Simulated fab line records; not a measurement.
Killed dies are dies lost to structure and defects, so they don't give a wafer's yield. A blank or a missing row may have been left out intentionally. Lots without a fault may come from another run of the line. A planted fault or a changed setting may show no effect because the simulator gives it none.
Which tool is to blame?	flow gf180mcu	13 lots, 39 wafers sampled, at 5 steps of a route of 602

## WHAT THE GAUGES READ, wafer by wafer
GF_CONTACT_THK_MEAS_01. Usual: CONTACT_CVD_00_THK 299 nm, standard deviation 4.7.
lot	measured	on	CONTACT_CVD_00_THK (nm)	flag
L195	day 15 03:40	filmMetro-01	298 297 299	
L196	day 15 20:57	filmMetro-03	289 296 287	
L197	day 16 01:20	filmMetro-04	300 298 298	
L199	day 16 18:34	filmMetro-04	295 298 296	
L200	day 17 09:19	filmMetro-03	293 295 294	
L201	day 17 13:21	filmMetro-04	296 296 296	
L202	day 18 10:27	filmMetro-01	301 308 304	
L204	day 18 18:18	filmMetro-04	307 301 306	
L205	day 19 03:10	filmMetro-04	294 297 292	
L206	day 19 08:55	filmMetro-03	300 303 301	
L207	day 20 00:07	filmMetro-04	295 293 293	
L208	day 20 07:55	filmMetro-01	301 298 302	
L217	day 23 06:17	filmMetro-01	308 307 305	

GF_CONTACT_CD_MEAS_14 targets a cd of 220 nm. Usual: 219.9 nm for cdNm, sd 1.4.
lot	measured	on	cdNm (nm)	flag
L195	day 16 02:27	cdSem-02	221.5 221.2 221.8	
L196	day 16 20:28	cdSem-02	217.4 218.9 218.1	
L197	day 17 00:54	cdSem-02	219.7 220.8 221.2	
L199	day 17 18:46	cdSem-01	220.4 220.9 219.7	
L200	day 18 09:52	cdSem-02	218.3 217.7 216.8	
L201	day 18 14:20	cdSem-02	218.7 220.5 217.5	
L202	day 19 12:16	cdSem-01	218.3 218.5 218.0	
L204	day 19 20:20	cdSem-02	221.4 221.7 221.4	
L205	day 20 04:44	cdSem-02	220.2 220.6 219.9	
L206	day 20 09:25	cdSem-01	218.2 217.9 218.0	
L207	day 21 00:49	cdSem-02	219.4 220.6 218.6	
L208	day 21 09:43	cdSem-02	222.3 220.1 220.6	
L217	day 24 05:39	cdSem-02	192.6 193.0 193.1	OFF

## WHAT TOOL EACH LOT RAN ON (gives the tool, then ch and the chambers of the sampled wafers, and finally the start)
lot	GF_SALICIDE_SPUTTER_03	GF_SALICIDE_RTA_08	GF_CONTACT_EXPOSE_11
L195	pvdSputter-02, day 15 03:07	rtpAnneal-01 ch 0, day 15 03:31	krfScanner-02 ch 0, day 15 15:44
L196	pvdSputter-03, day 15 20:24	rtpAnneal-02 ch 0, day 15 20:49	krfScanner-02 ch 0, day 16 09:01
L197	pvdSputter-03, day 16 00:40	rtpAnneal-02 ch 0, day 16 01:07	krfScanner-01 ch 0, day 16 13:22
L199	pvdSputter-03, day 16 18:01	rtpAnneal-02 ch 0, day 16 18:25	krfScanner-01 ch 0, day 17 07:05
L200	pvdSputter-03, day 17 08:45	rtpAnneal-01 ch 0, day 17 09:11	krfScanner-01 ch 0, day 17 22:25
L201	pvdSputter-03, day 17 12:48	rtpAnneal-01 ch 0, day 17 13:13	krfScanner-02 ch 0, day 18 02:27
L202	pvdSputter-02, day 18 09:53	rtpAnneal-01 ch 0, day 18 10:17	krfScanner-01 ch 0, day 18 23:41
L204	pvdSputter-04, day 18 17:42	rtpAnneal-01 ch 0, day 18 18:09	krfScanner-02 ch 0, day 19 07:40
L205	pvdSputter-02, day 19 02:36	rtpAnneal-02 ch 0, day 19 03:02	krfScanner-02 ch 0, day 19 16:20
L206	pvdSputter-03, day 19 08:21	rtpAnneal-01 ch 0, day 19 08:47	krfScanner-01 ch 0, day 19 22:08
L207	pvdSputter-04, day 19 23:34	rtpAnneal-01 ch 0, day 19 23:58	krfScanner-01 ch 0, day 20 12:44
L208	pvdSputter-04, day 20 07:20	rtpAnneal-02 ch 0, day 20 07:46	krfScanner-02 ch 0, day 20 22:06
L217	pvdSputter-02, day 23 05:44	rtpAnneal-02 ch 0, day 23 06:09	krfScanner-02 ch 0, day 23 17:53
- GF_SALICIDE_SPUTTER_03: material TiN, target thk 20 nm, time 16.7 s.
- GF_SALICIDE_RTA_08: time 30 s.
- GF_CONTACT_EXPOSE_11: exposes mask Contact, target cd 220 nm.

## AS READ BY THE TOOLS THEMSELVES (means over the sampled wafers that have a number; for cases with no such wafer, the mark the record gives instead)
GF_SALICIDE_SPUTTER_03. Usual: 29.6 % for throttleValvePct, sd 0.93.
lot	tool	throttleValvePct (%)	flag
L195	pvdSputter-02	29.3	
L196	pvdSputter-03	29.4	
L197	pvdSputter-03	29.6	
L199	pvdSputter-03	29.7	
L200	pvdSputter-03	29.4	
L201	pvdSputter-03	29.6	
L202	pvdSputter-02	29.4	
L204	pvdSputter-04	31.0	
L205	pvdSputter-02	29.4	
L206	pvdSputter-03	29.7	
L207	pvdSputter-04	29.9	
L208	pvdSputter-04	29.6	
L217	pvdSputter-02	29.3	

GF_SALICIDE_RTA_08. Usual: lampPowerPct 16.4 %, standard deviation 1.3; wafer_temp_C_max 803.9, standard deviation 1.4.
lot	tool	lampPowerPct (%)	wafer_temp_C_max	flag
L195	rtpAnneal-01	17.4	803.0	
L196	rtpAnneal-02	14.6	805.8	
L197	rtpAnneal-02	14.7	804.8	
L199	rtpAnneal-02	14.7	806.4	
L200	rtpAnneal-01	17.3	803.6	
L201	rtpAnneal-01	17.3	802.4	
L202	rtpAnneal-01	17.3	802.8	
L204	rtpAnneal-01	17.3	803.4	
L205	rtpAnneal-02	14.7	805.6	
L206	rtpAnneal-01	17.4	803.5	
L207	rtpAnneal-01	17.4	803.4	
L208	rtpAnneal-02	14.7	805.0	
L217	rtpAnneal-02	14.6	804.7	

GF_CONTACT_EXPOSE_11. Usual: 0.1 nm for focusOffsetNm, sd 0.51.
lot	tool	focusOffsetNm (nm)	flag
L195	krfScanner-02	0.2	
L196	krfScanner-02	-0.1	
L197	krfScanner-01	-0.7	
L199	krfScanner-01	0.6	
L200	krfScanner-01	0.4	
L201	krfScanner-02	-0.5	
L202	krfScanner-01	0.4	
L204	krfScanner-02	0.1	
L205	krfScanner-02	0.1	
L206	krfScanner-01	0.3	
L207	krfScanner-01	0.5	
L208	krfScanner-02	0.4	
L217	krfScanner-02	0.2	

## THE ANSWER, worked out from the rows above alone
Rule: a lot counts as off when the mean over its wafers that have a number is more than 3 standard deviations away from the usual mean. A lot without any number at a reading at which 4 lots or more have one is off too. All remaining lots with rows at the step are treated as sound. After the gauges, taken in route order, come the tools' own readings; for these a lot's mean is taken, as printed above. The first step at which some lot is off is used, and at that step the reading that is off furthest; a lot without a number counts as furthest.
Off, at GF_CONTACT_CD_MEAS_14 on cdNm: L217.
If a tool, at a process step before that reading, ran all the lots that are off and no sound lot after the first of them, it fits. Gauges at GF_CONTACT_CD_MEAS_14: tried the same way as those tools. Can't be told from this: 4 tools fit, pvdSputter-02 at GF_SALICIDE_SPUTTER_03, rtpAnneal-02 at GF_SALICIDE_RTA_08, krfScanner-02 at GF_CONTACT_EXPOSE_11, cdSem-02 at GF_CONTACT_CD_MEAS_14.

## WHAT THE SIMULATOR HAD PUT IN
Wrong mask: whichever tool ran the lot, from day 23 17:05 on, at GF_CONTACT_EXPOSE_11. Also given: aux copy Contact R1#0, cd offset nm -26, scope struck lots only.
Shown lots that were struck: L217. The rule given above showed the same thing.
